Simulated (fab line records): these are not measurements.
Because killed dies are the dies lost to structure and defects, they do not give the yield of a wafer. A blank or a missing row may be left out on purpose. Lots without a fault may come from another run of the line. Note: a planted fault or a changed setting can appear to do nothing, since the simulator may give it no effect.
fab line records	flow sky130
record lots=15	wafers=45	last_day=50
route steps=708 shown LI_CONTACT@383 LOCAL_INTERCONNECT@400 METAL1@437
lots untouched by any fault: they come from a run of this same line in which no faults occurred
start_h: hours from the record's first day to the start of the lot's first wafer shown	wait_h: hours elapsed since this lot's preceding step	" as in the row above	L1.1+2: a row that stands for several wafers	- either no value or no given start	* or withheld: withheld	< > ~ a bound
route shown NAME@n: NAME is a module with steps in the file, n the number in the route of the first one	usual: mean/standard deviation of fault-free wafers	same: alike in all rows	chamber/n: place in a boat	sites: the reading at each site	_std_site: their standard deviation	_edge_site: the outer-site mean with the inner-site mean subtracted	radius_mm: how far each site lies from the wafer's centre	mask NAME#n: copy n	behind: the most recent tool/chamber to have shaped the wafer	hold: reason for holding the lot/hours on hold/outcome of the hold	device: which transistor (n, p or np) failed to switch	end of line: the same wafers' tests at the end of the route	step lacking rows: just its recipe	killed: count of dies lost to structure and defects at first sort (not the wafer's yield)	map: a wafer's dies, marking killed ones x, the rest . and places with no die _
set.NAME: the setting as run; set.NAME@STEP: as run at that earlier step	model.NAME: the simulator's own value behind a step, which no gauge read
the route's steps for a sample of lots (tables are steps, rows are wafers)
services: the hour from which a tool's chamber was out of use, counted from the record's first day as start_h (under 0 if before that day), plus the number of hours and why
## steps
# step SKY_LI_CONTACT_CVD_21
# recipe material=W	target_thk_nm=400	time_s=120.56	temp_c=400	pressure_torr=40
# usual heater_power_w=874/36
lot.wafer	tool	chamber	start_h	wait_h	heater_power_w
L398.2	cvd_w-01	1	706.87	0.0	884
L398.3	"	0	"	"	849
L398.5	"	1	"	"	892
L402.2	cvd_w-01	0	713.37	0.0	852
L402.3	"	0	"	"	869
L402.4	"	1	"	"	881
L403.1	cvd_w-02	0	713.88	0.0	915
L403.2	"	1	"	"	843
L403.6	"	1	"	"	826
L404.1	cvd_w-01	0	735.51	0.0	864
L404.2	"	0	"	"	837
L404.3	"	0	"	"	887
L405.2	cvd_w-02	1	735.65	0.0	810
L405.3	"	1	"	"	827
L405.4	"	0	"	"	900
L406.1	cvd_w-02	1	743.16	0.0	814
L406.2	"	0	"	"	911
L406.5	"	1	"	"	814
L407.1	cvd_w-02	0	746.83	0.0	920
L407.4	"	1	"	"	815
L407.6	"	0	"	"	908
L409.2	cvd_w-02	1	758.27	0.0	821
L409.4	"	1	"	"	835
L409.5	"	0	"	"	912
L408.2	cvd_w-02	1	760.01	0.0	828
L408.4	"	1	"	"	824
L408.5	"	0	"	"	901
L410.1	cvd_w-01	1	773.73	0.0	877
L410.2	"	0	"	"	853
L410.6	"	0	"	"	896
L411.1	cvd_w-02	0	774.52	0.0	914
L411.2	"	1	"	"	829
L411.5	"	1	"	"	834
L412.1	cvd_w-02	0	780.92	0.0	909
L412.3	"	1	"	"	845
L412.6	"	1	"	"	824
L417.1	cvd_w-02	1	826.41	0.0	831
L417.4	"	1	"	"	839
L417.6	"	0	"	"	938
L418.1	cvd_w-02	0	835.77	0.0	903
L418.2	"	1	"	"	848
L418.6	"	1	"	"	808
L419.1	cvd_w-01	0	838.76	0.0	869
L419.3	"	0	"	"	907
L419.6	"	1	"	"	893
# step SKY_LI_CONTACT_THK_MEAS_23
# recipe thk_meas_gauge=xrf	reads=W_of_LI_CONTACT_CVD_21
# usual LI_CONTACT_W_THK=421/11
lot.wafer	tool	chamber	start_h	wait_h	LI_CONTACT_W_THK[nm]
L398.2	film_metro-04	-	707.13	0.1	412
L398.3	"	-	"	"	395
L398.5	"	-	"	"	412
L402.2	film_metro-01	-	713.63	0.1	410
L402.3	"	-	"	"	414
L402.4	"	-	"	"	429
L403.1	film_metro-01	-	714.12	0.1	417
L403.2	"	-	"	"	423
L403.6	"	-	"	"	425
L404.1	film_metro-04	-	735.88	0.1	401
L404.2	"	-	"	"	396
L404.3	"	-	"	"	405
L405.2	film_metro-01	-	735.91	0.1	426
L405.3	"	-	"	"	430
L405.4	"	-	"	"	427
L406.1	film_metro-01	-	743.41	0.1	426
L406.2	"	-	"	"	419
L406.5	"	-	"	"	420
L407.1	film_metro-04	-	747.08	0.1	409
L407.4	"	-	"	"	412
L407.6	"	-	"	"	410
L409.2	film_metro-04	-	758.53	0.1	410
L409.4	"	-	"	"	416
L409.5	"	-	"	"	411
L408.2	film_metro-04	-	760.26	0.1	409
L408.4	"	-	"	"	410
L408.5	"	-	"	"	413
L410.1	film_metro-04	-	773.97	0.1	430
L410.2	"	-	"	"	413
L410.6	"	-	"	"	417
L411.1	film_metro-01	-	774.76	0.1	430
L411.2	"	-	"	"	441
L411.5	"	-	"	"	428
L412.1	film_metro-01	-	781.16	0.1	425
L412.3	"	-	"	"	431
L412.6	"	-	"	"	430
L417.1	film_metro-01	-	826.66	0.1	415
L417.4	"	-	"	"	415
L417.6	"	-	"	"	418
L418.1	film_metro-03	-	836.01	0.1	424
L418.2	"	-	"	"	419
L418.6	"	-	"	"	428
L419.1	film_metro-03	-	839.01	0.1	431
L419.3	"	-	"	"	420
L419.6	"	-	"	"	438
# step SKY_LOCAL_INTERCONNECT_ETCH_13
# recipe chemistry=N2/H2	target=BARC	ion_energy_ev=200	bias_w=100	pressure_mtorr=30	n2_flow_sccm=100	h2_flow_sccm=200	icp_w=500	stop_on=SiO2	time_s=45.9	target_depth_a=600
# usual drypump_motor_current_A=6.0/0.33	oes_product_au=0.855/0.005	throttle_valve_pct=13.225/0.009
lot.wafer	tool	chamber	start_h	wait_h	drypump_motor_current_A	oes_product_au	rf_hours_counter_h	throttle_valve_pct
L398.2	rie_metal-04	1	734.60	0.0	6.6	0.852	2	13.225
L398.3	"	1	"	"	6.5	0.854	-	13.226
L398.5	"	0	"	"	6.3	0.854	-	13.215
L402.2	rie_metal-04	1	741.66	0.0	6.5	0.855	3	13.214
L402.3	"	0	"	"	6.2	0.856	-	13.226
L402.4	"	1	"	"	6.5	0.859	-	13.221
L403.1	rie_metal-03	0	742.36	0.0	5.5	0.859	2	13.220
L403.2	"	1	"	"	5.9	0.864	13	13.228
L403.6	"	1	"	"	6.0	0.859	-	13.236
L404.1	rie_metal-03	0	764.10	0.0	5.6	0.849	2	13.227
L404.2	"	1	"	"	5.9	0.857	0	13.229
L404.3	"	0	"	"	5.6	0.859	-	13.224
L405.2	rie_metal-01	1	764.25	0.0	6.4	0.855	11	13.221
L405.3	"	0	"	"	6.0	0.849	-	13.221
L405.4	"	1	"	"	6.4	0.855	-	13.236
L406.1	rie_metal-03	1	770.86	0.0	6.0	0.851	0	13.226
L406.2	"	0	"	"	5.5	0.858	3	13.222
L406.5	"	1	"	"	5.9	0.859	-	13.208
L407.1	rie_metal-03	1	774.10	0.0	5.9	0.855	1	13.219
L407.4	"	0	"	"	5.5	0.855	-	13.239
L407.6	"	0	"	"	5.6	0.843	-	13.236
L409.2	rie_metal-03	0	785.60	0.0	5.5	0.863	3	13.224
L409.4	"	1	"	"	5.9	0.860	-	13.207
L409.5	"	0	"	"	5.5	0.853	-	13.225
L408.2	rie_metal-01	0	787.45	0.0	6.0	0.850	2	13.230
L408.4	"	0	"	"	6.0	0.847	-	13.223
L408.5	"	1	"	"	6.3	0.860	-	13.219
L410.1	rie_metal-04	0	800.25	0.0	6.3	0.856	9	13.218
L410.2	"	1	"	"	6.5	0.851	5	13.232
L410.6	"	0	"	"	6.3	0.848	-	13.239
L411.1	rie_metal-03	1	800.81	0.0	5.9	0.849	1	13.227
L411.2	"	0	"	"	5.5	0.847	4	13.230
L411.5	"	1	"	"	5.9	0.856	-	13.218
L412.1	rie_metal-03	1	808.31	0.0	5.9	0.856	2	13.223
L412.3	"	1	"	"	6.0	0.856	-	13.217
L412.6	"	0	"	"	5.5	0.852	-	13.224
L417.1	rie_metal-03	0	853.81	0.0	5.6	0.861	5	13.225
L417.4	"	1	"	"	6.0	0.858	-	13.235
L417.6	"	1	"	"	6.0	0.854	-	13.209
L418.1	rie_metal-01	1	862.00	0.0	6.4	0.851	15	13.237
L418.2	"	0	"	"	6.0	0.844	6	13.205
L418.6	"	0	"	"	6.0	0.855	-	13.237
L419.1	rie_metal-04	0	866.15	0.0	6.2	0.855	11	13.221
L419.3	"	0	"	"	6.2	0.859	-	13.240
L419.6	"	0	"	"	6.2	0.847	-	13.217
# step SKY_METAL1_SPUTTER_03
# recipe material=Ti	target_thk_nm=5	power_w=3000	time_s=3.3	chamber_pressure_pa=0.4
# usual cathode_dc_power_W=2999.9/0.56	chamber_pressure_pa=0.3999/0.00079	throttle_valve_pct=30.0/0.94
lot.wafer	tool	chamber	start_h	wait_h	cathode_dc_power_W	chamber_pressure_pa	throttle_valve_pct
L398.2	pvd_sputter-02	-	764.76	0.0	2998.3	0.4004	30.5
L398.3	"	-	"	"	2999.2	0.3996	28.9
L398.5	"	-	"	"	2999.4	0.3993	30.7
L402.2	pvd_sputter-03	-	771.11	0.0	3000.3	0.3984	29.2
L402.3	"	-	"	"	2999.3	0.3995	31.4
L402.4	"	-	"	"	3000.3	0.3994	30.0
L403.1	pvd_sputter-02	-	771.80	0.0	2999.8	0.3996	30.4
L403.2	"	-	"	"	3000.1	0.3994	30.7
L403.6	"	-	"	"	3000.2	0.4003	30.7
L404.1	pvd_sputter-02	-	793.07	0.0	3000.7	0.3982	30.5
L404.2	"	-	"	"	2999.7	0.3997	28.8
L404.3	"	-	"	"	2999.3	0.3998	30.4
L405.2	pvd_sputter-03	-	793.97	0.0	2999.9	0.3976	28.9
L405.3	"	-	"	"	3000.2	0.3998	31.5
L405.4	"	-	"	"	2999.6	0.4009	29.2
L406.1	pvd_sputter-03	-	800.39	0.0	3000.0	0.3996	29.2
L406.2	"	-	"	"	2999.9	0.3998	28.6
L406.5	"	-	"	"	2998.9	0.3999	30.1
L407.1	pvd_sputter-03	-	802.62	0.0	2999.5	0.3996	31.5
L407.4	"	-	"	"	2999.8	0.4001	30.3
L407.6	"	-	"	"	2999.1	0.4002	29.4
L409.2	pvd_sputter-03	-	814.59	0.0	2999.0	0.3998	29.3
L409.4	"	-	"	"	3000.0	0.3993	30.3
L409.5	"	-	"	"	2999.8	0.3996	29.5
L408.2	pvd_sputter-04	-	815.85	0.0	3000.0	0.4007	29.0
L408.4	"	-	"	"	2999.6	0.3999	27.9
L408.5	"	-	"	"	3000.5	0.3996	27.9
L410.1	pvd_sputter-03	-	829.30	0.0	-	-	-
L410.2	"	-	"	"	-	-	-
L410.6	"	-	"	"	-	-	-
L411.1	pvd_sputter-02	-	829.61	0.0	-	-	-
L411.2	"	-	"	"	-	-	-
L411.5	"	-	"	"	-	-	-
L412.1	pvd_sputter-03	-	837.50	0.0	-	-	-
L412.3	"	-	"	"	-	-	-
L412.6	"	-	"	"	-	-	-
L417.1	pvd_sputter-03	-	883.82	0.0	2999.9	0.3992	31.1
L417.4	"	-	"	"	2999.8	0.4004	28.7
L417.6	"	-	"	"	3000.6	0.4009	28.8
L418.1	pvd_sputter-02	-	889.95	0.0	2999.9	0.3992	30.6
L418.2	"	-	"	"	2999.7	0.4008	29.1
L418.6	"	-	"	"	2999.8	0.3990	30.7
L419.1	pvd_sputter-03	-	894.34	0.0	3000.2	0.3996	29.3
L419.3	"	-	"	"	3000.2	0.4002	31.4
L419.6	"	-	"	"	2999.1	0.4009	30.1
## services
tool	chamber	start_h	hours	kind
cvd_w-02	-	692.37	6.0	pm
rie_metal-01	0	698.08	-	clean
rie_metal-01	0	698.08	23.1	scheduled_down
rie_metal-01	0	698.08	23.1	vent_cycle
rie_metal-03	0	711.48	8.0	repair
rie_metal-01	1	728.63	2.3	repair
cvd_w-01	1	730.65	10.3	repair
cvd_w-01	-	731.70	1.4	repair
cvd_w-02	-	740.36	0.8	repair
rie_metal-03	1	742.57	-	clean
rie_metal-03	1	742.57	15.9	scheduled_down
rie_metal-03	1	742.57	15.9	vent_cycle
rie_metal-01	-	747.51	0.3	repair
pvd_sputter-04	-	760.20	1.0	repair
pvd_sputter-04	-	767.44	0.7	repair
rie_metal-04	1	784.91	6.0	repair
pvd_sputter-02	-	812.79	4.9	repair
rie_metal-03	-	814.19	0.5	repair
rie_metal-04	1	820.04	17.6	repair
rie_metal-04	0	820.63	6.3	repair
cvd_w-02	-	828.72	0.8	repair
pvd_sputter-04	-	850.81	1.7	repair
## key
first_sign step=SKY_METAL1_SPUTTER_03	reading=tool_record	direction=missing
effect none on later readings
met_at SKY_METAL1_SPUTTER_03
struck_lots L410,L411,L412
later_rows_left_out L410.1,L410.2,L410.6,L411.1,L411.2,L411.5,L412.1,L412.3,L412.6
sort_left_out L410.1,L410.2,L410.6,L411.1,L411.2,L411.5,L412.1,L412.3,L412.6
tester_left_out L411,L412
not_acting_at SKY_LI_CONTACT_CVD_21,SKY_LI_CONTACT_THK_MEAS_23,SKY_LOCAL_INTERCONNECT_ETCH_13
onset_between 814.59 829.30
earlier_fault kind=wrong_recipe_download	tool=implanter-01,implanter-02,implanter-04	chamber=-	onset_h=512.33	steps=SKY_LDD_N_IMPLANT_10	wrong_recipe.not_listed=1
fault kind=skipped_step_whole	tool=pvd_sputter-02,pvd_sputter-03	chamber=-	onset_h=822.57	steps=SKY_METAL1_SPUTTER_03	scope=struck_lots_only
# tester_left_out: of these lots the tester's yield and bins aren't shown, on N5 and GAA mostly nor the transistor test; their killed dies are dies lost to structure and defects alone, not to doping, threshold or leakage, so they don't give the yield
# sort_left_out: the simulated sort isn't trusted on such a fault, so these wafers' sort isn't shown, and their yield isn't known
# later_rows_left_out: the simulator's readings of these wafers behind a module that went badly wrong aren't trusted and aren't shown, but for the sort
